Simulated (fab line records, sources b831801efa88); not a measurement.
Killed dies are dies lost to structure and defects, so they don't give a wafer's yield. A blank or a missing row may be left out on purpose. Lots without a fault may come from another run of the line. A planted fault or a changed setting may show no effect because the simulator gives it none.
Which tool did it? | flow gf180mcu | 12 lots, 36 wafers sampled, at 6 steps of a route of 602

WHAT THE GAUGES READ, wafer by wafer
GF_HV_LDD_TW_MEAS_38.
lot  | measured     | on            | HV_LDD_3_TW
L508 | day 11 20:55 | film_metro-04 | 1440 1441 1437
L511 | day 12 14:40 | film_metro-03 | 1465 1472 1470
L513 | day 13 14:56 | film_metro-03 | 1465 1459 1466
L520 | day 16 04:37 | film_metro-04 | 1465 1455 1453
L521 | day 16 14:50 | film_metro-04 | 1453 1453 1467
L522 | day 16 19:24 | film_metro-01 | 1412 1423 1419
L523 | day 17 00:24 | film_metro-03 | 1462 1464 1460
L525 | day 17 16:43 | film_metro-01 | 1408 1413 1422
L526 | day 17 21:56 | film_metro-03 | 1467 1466 1468
L527 | day 18 06:43 | film_metro-04 | 1444 1441 1445
L529 | day 18 14:06 | film_metro-01 | 1414 1415 1405
L530 | day 19 01:00 | film_metro-01 | 1419 1406 1411

GF_HV_LDD_THK_MEAS_55.
lot  | measured     | on            | HV_LDD_CVD_54_THK (nm)
L508 | day 12 18:24 | film_metro-01 | 10.05 9.81 9.97
L511 | day 13 12:51 | film_metro-04 | 9.92 9.92 10.09
L513 | day 14 13:12 | film_metro-04 | 9.79 9.81 9.76
L520 | day 17 03:46 | film_metro-01 | 9.99 10.13 10.01
L521 | day 17 14:50 | film_metro-03 | 10.06 9.90 9.93
L522 | day 17 20:05 | film_metro-04 | 9.86 9.90 9.79
L523 | day 18 00:37 | film_metro-03 | 9.94 10.11 10.08
L525 | day 18 18:05 | film_metro-03 | 9.98 9.92 9.92
L526 | day 18 23:36 | film_metro-01 | 10.12 9.92 10.08
L527 | day 19 08:05 | film_metro-03 | 9.94 9.94 9.91
L529 | day 19 15:58 | film_metro-04 | 10.00 10.06 10.00
L530 | day 20 02:37 | film_metro-03 | 9.84 9.88 10.01

GF_HV_LDD_THK_MEAS_57.
lot  | measured     | on            | HV_LDD_CVD_56_THK (nm)
L508 | day 12 19:53 | film_metro-01 | 88.8 88.8 89.4
L511 | day 13 14:20 | film_metro-01 | 85.5 84.3 84.4 85.4 84.3 84.4
L513 | day 14 14:41 | film_metro-04 | 88.7 88.8 88.8
L520 | day 17 05:15 | film_metro-01 | 91.5 91.0 91.1
L521 | day 17 16:19 | film_metro-03 | 90.3 90.5 91.4
L522 | day 17 21:34 | film_metro-01 | 89.6 89.4 89.8
L523 | day 18 02:07 | film_metro-04 | 90.6 89.8 90.0
L525 | day 18 19:34 | film_metro-03 | 89.3 90.2 89.0
L526 | day 19 01:05 | film_metro-03 | 89.8 90.0 89.6
L527 | day 19 09:35 | film_metro-03 | 90.1 90.8 90.5
L529 | day 19 17:28 | film_metro-03 | 89.6 89.6 89.8
L530 | day 20 04:13 | film_metro-03 | 89.6 89.3 89.7

GF_NSD_TW_MEAS_12.
lot  | measured     | on            | NSD_TW
L508 | day 13 16:50 | film_metro-02 | 4306 4317 4295
L511 | day 14 11:19 | film_metro-01 | 4187 4170 4201
L513 | day 15 12:56 | film_metro-04 | 4293 4273 4274
L520 | day 18 04:41 | film_metro-01 | 4171 4154 4157
L521 | day 18 16:16 | film_metro-02 | 4244 4259 4245
L522 | day 18 21:23 | film_metro-04 | 4262 4255 4248
L523 | day 19 02:01 | film_metro-04 | 4297 4270 4270
L525 | day 19 20:38 | film_metro-02 | 4241 4213 4226
L526 | day 20 01:30 | film_metro-02 | 4298 4285 4283
L527 | day 20 10:29 | film_metro-02 | 4288 4283 4272
L529 | day 20 17:33 | film_metro-02 | 4294 4295 4313
L530 | day 21 04:37 | film_metro-01 | 4176 4180 4166

WHICH TOOL RAN EACH LOT (tool, then ch and the chambers of the sampled wafers, then the start)
lot  | GF_HV_LDD_CVD_56            | GF_HV_LDD_ETCHBACK_58
L508 | lpcvd-01 ch 1, day 12 18:28 | rie_diel-04 ch 1,2,3, day 12 19:56
L511 | lpcvd-02 ch 0, day 13 12:54 | rie_diel-01 ch 1,2,3, day 13 23:01
L513 | lpcvd-01 ch 0, day 14 13:15 | rie_diel-01 ch 0,1, day 14 14:44
L520 | lpcvd-02 ch 1, day 17 03:49 | rie_diel-01 ch 0,1,2, day 17 05:18
L521 | lpcvd-02 ch 0, day 17 14:53 | rie_diel-03 ch 0,3, day 17 16:22
L522 | lpcvd-01 ch 0, day 17 20:08 | rie_diel-01 ch 1,2, day 17 21:37
L523 | lpcvd-02 ch 1, day 18 00:41 | rie_diel-03 ch 1,3, day 18 02:10
L525 | lpcvd-01 ch 0, day 18 18:08 | rie_diel-01 ch 1,2,3, day 18 19:37
L526 | lpcvd-02 ch 0, day 18 23:38 | rie_diel-01 ch 1,2, day 19 01:07
L527 | lpcvd-01 ch 0, day 19 08:08 | rie_diel-04 ch 0,1, day 19 09:38
L529 | lpcvd-02 ch 0, day 19 16:02 | rie_diel-01 ch 0,1,3, day 19 17:31
L530 | lpcvd-02 ch 1, day 20 02:41 | rie_diel-01 ch 0,1,3, day 20 04:17
- GF_HV_LDD_CVD_56: deposits Si3N4 from DCS/NH3, target thk 90 nm, time 1543 s.
- GF_HV_LDD_ETCHBACK_58: etches Si3N4 in CH3F/O2, stops on SiO2, time 100 s, target depth 90 nm.

WHAT THE TOOLS THEMSELVES READ (means of the sampled wafers that have a number; where no wafer has one, the mark that the record gives instead)
GF_HV_LDD_CVD_56.
lot  | tool     | spike_tc_centre_C (C) | spike_tc_lower_C (C) | spike_tc_upper_C (C) | susceptor_temp_C (C) | zone_power_upper_pct (%)
L508 | lpcvd-01 | 770.9                 | 768.7                | 771.6                | 769.6                | 13.8
L511 | lpcvd-02 | 768.2                 | 764.6                | 765.4                | 766.2                | 10.6
L513 | lpcvd-01 | 772.2                 | 768.6                | 770.2                | 770.2                | 13.7
L520 | lpcvd-02 | 771.8                 | 771.3                | 769.8                | 770.1                | 14.4
L521 | lpcvd-02 | 771.2                 | 769.1                | 769.4                | 769.8                | 10.7
L522 | lpcvd-01 | 771.1                 | 768.8                | 769.7                | 769.9                | 13.6
L523 | lpcvd-02 | 771.6                 | 770.7                | 769.6                | 770.5                | 14.4
L525 | lpcvd-01 | 772.0                 | 768.7                | 769.8                | 770.1                | 13.7
L526 | lpcvd-02 | 771.1                 | 769.3                | 769.9                | 770.3                | 10.8
L527 | lpcvd-01 | 770.3                 | 768.4                | 770.6                | 769.7                | 13.7
L529 | lpcvd-02 | 771.5                 | 769.6                | 769.4                | 770.0                | 10.7
L530 | lpcvd-02 | 770.9                 | 769.4                | 769.4                | 770.3                | 14.5

GF_HV_LDD_ETCHBACK_58.
lot  | tool        | drypump_motor_current_A (A) | oes_product_au (a.u.) | throttle_valve_pct (%)
L508 | rie_diel-04 | 5.7                         | 0.836                 | 10.557
L511 | rie_diel-01 | 4.9                         | 0.813                 | 10.557
L513 | rie_diel-01 | 5.4                         | 0.838                 | 10.560
L520 | rie_diel-01 | 5.1                         | 0.851                 | 10.567
L521 | rie_diel-03 | 5.9                         | 0.849                 | 10.568
L522 | rie_diel-01 | 4.9                         | 0.841                 | 10.566
L523 | rie_diel-03 | 5.9                         | 0.836                 | 10.570
L525 | rie_diel-01 | 5.0                         | 0.843                 | 10.556
L526 | rie_diel-01 | 5.0                         | 0.839                 | 10.559
L527 | rie_diel-04 | 6.0                         | 0.843                 | 10.549
L529 | rie_diel-01 | 5.2                         | 0.840                 | 10.553
L530 | rie_diel-01 | 5.2                         | 0.843                 | 10.558

THE ANSWER, worked out from the rows above alone
Rule: what is usual is taken from the lots themselves. Put in order of their means at a reading, lots are off if they are a third of the lots or fewer, leave a main group of 4 or more, and stand apart from it by a gap of 3 or more times the standard deviation of the main group's means; of several such gaps the widest counts. A main group whose means are all the same, to the digits that the tables above print for the reading, isn't used. A lot without any number at a reading at which 4 lots or more have one is off too. The other lots that the step has rows for count as sound. The gauges are gone through in route order, then the tools' own readings, and for those a lot's mean is taken as printed above. The first step at which some lot is off is used, and at that step the reading that is off furthest; a lot without a number counts as furthest.
Off: L511, at GF_HV_LDD_THK_MEAS_57 (HV_LDD_CVD_56_THK). The main group: mean 89.9 nm, standard deviation 0.69.
A tool fits if, at a process step before that reading, it ran every lot that is off, and no sound lot after the first of them. The gauges at GF_HV_LDD_THK_MEAS_57 aren't tried: what is off there is off at GF_HV_LDD_CVD_56 too, on other tools, and a gauge's error can't cause that. None of those tried fits.

WHAT THE SIMULATOR HAD PUT IN
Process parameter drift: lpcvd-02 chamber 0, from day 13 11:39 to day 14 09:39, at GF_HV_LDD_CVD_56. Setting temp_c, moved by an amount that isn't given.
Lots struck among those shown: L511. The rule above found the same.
